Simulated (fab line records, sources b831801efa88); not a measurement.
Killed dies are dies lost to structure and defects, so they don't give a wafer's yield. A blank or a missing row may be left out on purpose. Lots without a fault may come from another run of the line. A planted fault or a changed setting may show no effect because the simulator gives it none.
Which tool did it? | flow gf180mcu | 12 lots, 36 wafers sampled, at 5 steps of a route of 602

WHAT THE GAUGES READ, wafer by wafer
GF_M3_RS_MEAS_05: measures by four-point-probe.
lot  | measured     | on            | M3_ALCU_RS (ohm/sq)
L839 | day 20 08:01 | film_metro-02 | 0.0685 0.0683 0.0697
L840 | day 21 06:26 | film_metro-03 | 0.0693 0.0715 0.0720
L841 | day 21 14:04 | film_metro-02 | 0.0706 0.0705 0.0705
L846 | day 23 09:01 | film_metro-04 | 0.0690 0.0699 0.0703
L849 | day 24 13:07 | film_metro-02 | 0.0686 0.0672 0.0697
L850 | day 24 16:16 | film_metro-02 | 0.0708 0.0692 0.0684
L852 | day 25 09:58 | film_metro-02 | 0.0699 0.0694 0.0701
L853 | day 25 16:22 | film_metro-04 | 0.0699 0.0689 0.0707
L859 | day 27 10:16 | film_metro-03 | 0.0689 0.0705 0.0700
L860 | day 27 20:49 | film_metro-03 | 0.0693 0.0684 0.0688
L861 | day 28 00:32 | film_metro-03 | 0.0700 0.0695 0.0703
L862 | day 28 06:39 | film_metro-02 | 0.0698 0.0692 0.0690

GF_M3_THK_MEAS_06: measures by xrf.
lot  | measured     | on            | M3_ALCU_THK (nm)
L839 | day 20 08:07 | film_metro-02 | 462 461 448
L840 | day 21 06:32 | film_metro-03 | 451 435 436
L841 | day 21 14:11 | film_metro-02 | 449 449 451
L846 | day 23 09:07 | film_metro-04 | 450 443 443
L849 | day 24 13:14 | film_metro-02 | 462 470 453
L850 | day 24 16:23 | film_metro-02 | 445 458 461
L852 | day 25 10:05 | film_metro-02 | 451 456 451
L853 | day 25 16:29 | film_metro-04 | 446 454 441
L859 | day 27 10:23 | film_metro-03 | 457 445 448
L860 | day 27 20:56 | film_metro-03 | 452 459 456
L861 | day 28 00:38 | film_metro-03 | 444 449 444
L862 | day 28 06:46 | film_metro-02 | 456 457 456

GF_V3_CD_MEAS_14: target cd 260 nm.
lot  | measured     | on        | cd_nm (nm)
L839 | day 22 09:07 | cd_sem-02 | 256.8 258.9 259.8
L840 | day 23 07:18 | cd_sem-02 | 258.6 260.1 259.4
L841 | day 23 13:50 | cd_sem-02 | 258.1 259.7 258.8
L846 | day 25 07:38 | cd_sem-02 | 259.4 258.9 259.8
L849 | day 26 08:46 | cd_sem-01 | 260.4 260.1 259.4
L850 | day 26 12:34 | cd_sem-02 | 258.9 257.5 258.4
L852 | day 27 05:33 | cd_sem-01 | 257.8 259.4 258.8
L853 | day 27 12:01 | cd_sem-02 | 238.3 236.2 236.8
L859 | day 29 03:05 | cd_sem-01 | 235.2 238.0 236.2
L860 | day 29 12:56 | cd_sem-02 | 260.1 260.7 259.7
L861 | day 29 16:20 | cd_sem-02 | 259.9 259.9 260.2
L862 | day 29 22:19 | cd_sem-01 | 259.4 258.9 260.0

WHICH TOOL RAN EACH LOT (tool, then ch and the chambers of the sampled wafers, then the start)
lot  | GF_M3_METAL_ETCH_16               | GF_V3_PEB_12
L839 | rie_metal-01 ch 0,1, day 21 08:16 | litho_track-01 ch 0, day 22 08:47
L840 | rie_metal-03 ch 0,1, day 22 06:31 | litho_track-01 ch 0, day 23 06:56
L841 | rie_metal-03 ch 0,1, day 22 13:43 | litho_track-02 ch 0, day 23 13:30
L846 | rie_metal-03 ch 0,1, day 24 08:15 | litho_track-03 ch 0, day 25 07:18
L849 | rie_metal-04 ch 0,1, day 25 10:58 | litho_track-03 ch 0, day 26 08:25
L850 | rie_metal-01 ch 0,1, day 25 14:08 | litho_track-03 ch 0, day 26 12:13
L852 | rie_metal-04 ch 0,1, day 26 07:37 | litho_track-01 ch 0, day 27 05:13
L853 | rie_metal-03 ch 0,1, day 26 14:04 | litho_track-01 ch 0, day 27 11:40
L859 | rie_metal-03 ch 0, day 28 06:01   | litho_track-01 ch 0, day 29 02:44
L860 | rie_metal-03 ch 0,1, day 28 16:13 | litho_track-02 ch 0, day 29 12:36
L861 | rie_metal-03 ch 0, day 28 19:22   | litho_track-03 ch 0, day 29 15:59
L862 | rie_metal-03 ch 0,1, day 29 02:16 | litho_track-02 ch 0, day 29 21:58
- GF_M3_METAL_ETCH_16: etches the open film in Cl2/BCl3, stops on SiO2, target depth 750.8 nm, time 125.1 s.
- GF_V3_PEB_12: peb time 90 s.

WHAT THE TOOLS THEMSELVES READ (means of the sampled wafers that have a number; where no wafer has one, the mark that the record gives instead)
GF_M3_METAL_ETCH_16.
lot  | tool         | drypump_motor_current_A (A) | mfc_cl2_sccm (sccm) | oes_product_au (a.u.) | throttle_valve_pct (%)
L839 | rie_metal-01 | 5.8                         | 80.18               | 0.987                 | 28.236
L840 | rie_metal-03 | 6.2                         | 80.00               | 0.994                 | 28.224
L841 | rie_metal-03 | 6.4                         | 80.10               | 0.993                 | 28.224
L846 | rie_metal-03 | 6.2                         | 80.17               | 0.987                 | 28.235
L849 | rie_metal-04 | 5.2                         | 80.00               | 0.982                 | 28.237
L850 | rie_metal-01 | 5.8                         | 80.15               | 0.988                 | 28.229
L852 | rie_metal-04 | 5.2                         | 80.04               | 0.989                 | 28.235
L853 | rie_metal-03 | 6.2                         | 80.21               | 0.992                 | 28.232
L859 | rie_metal-03 | 6.7                         | 79.81               | 0.995                 | 28.224
L860 | rie_metal-03 | 6.4                         | 79.99               | 0.998                 | 28.226
L861 | rie_metal-03 | 6.7                         | 80.51               | 0.994                 | 28.223
L862 | rie_metal-03 | 6.2                         | 80.36               | 0.988                 | 28.227

GF_V3_PEB_12.
lot  | tool           | heater_power_total_W (W) | plate_temp_C (C)
L839 | litho_track-01 | 85.75                    | 134.98
L840 | litho_track-01 | 85.62                    | 135.12
L841 | litho_track-02 | 85.70                    | 134.94
L846 | litho_track-03 | 85.72                    | 134.90
L849 | litho_track-03 | 85.65                    | 135.00
L850 | litho_track-03 | 85.75                    | 134.98
L852 | litho_track-01 | 85.68                    | 135.10
L853 | litho_track-01 | 80.51                    | 128.53
L859 | litho_track-01 | 80.48                    | 128.77
L860 | litho_track-02 | 85.69                    | 134.84
L861 | litho_track-03 | 85.69                    | 134.84
L862 | litho_track-02 | 85.64                    | 134.91

THE ANSWER, worked out from the rows above alone
Rule: what is usual is taken from the lots themselves. Put in order of their means at a reading, lots are off if they are a third of the lots or fewer, leave a main group of 4 or more, and stand apart from it by a gap of 3 or more times the standard deviation of the main group's means; of several such gaps the widest counts. A main group whose means are all the same, to the digits that the tables above print for the reading, isn't used. A lot without any number at a reading at which 4 lots or more have one is off too. The other lots that the step has rows for count as sound. The gauges are gone through in route order, then the tools' own readings, and for those a lot's mean is taken as printed above. The first step at which some lot is off is used, and at that step the reading that is off furthest; a lot without a number counts as furthest.
Off: L853, L859, at GF_V3_CD_MEAS_14 (cd_nm). The main group: mean 259.3 nm, standard deviation 0.63.
A tool fits if, at a process step before that reading, it ran every lot that is off, and no sound lot after the first of them. The gauges at GF_V3_CD_MEAS_14 aren't tried: what is off there is off at GF_V3_PEB_12 too, on other tools, and a gauge's error can't cause that. One fits: litho_track-01 at GF_V3_PEB_12. Its last sound lot is L852 (day 27 05:13), its first lot that is off L853 (day 27 11:40): a fault that began between those two fits.
The tool's own readings at GF_V3_PEB_12 bear it out: on the lots that are off they differ by more than 5 times the standard deviation of the sound lots' means. heater_power_total_W reads 80.50 W there against 85.69 W on the sound lots; plate_temp_C reads 128.65 C there against 134.96 C on the sound lots.

WHAT THE SIMULATOR HAD PUT IN
Process parameter drift: litho_track-01, from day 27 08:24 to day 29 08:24, at GF_V3_PEB_12. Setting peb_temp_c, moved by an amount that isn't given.
Lots struck among those shown: L853, L859. The rule above found the same.
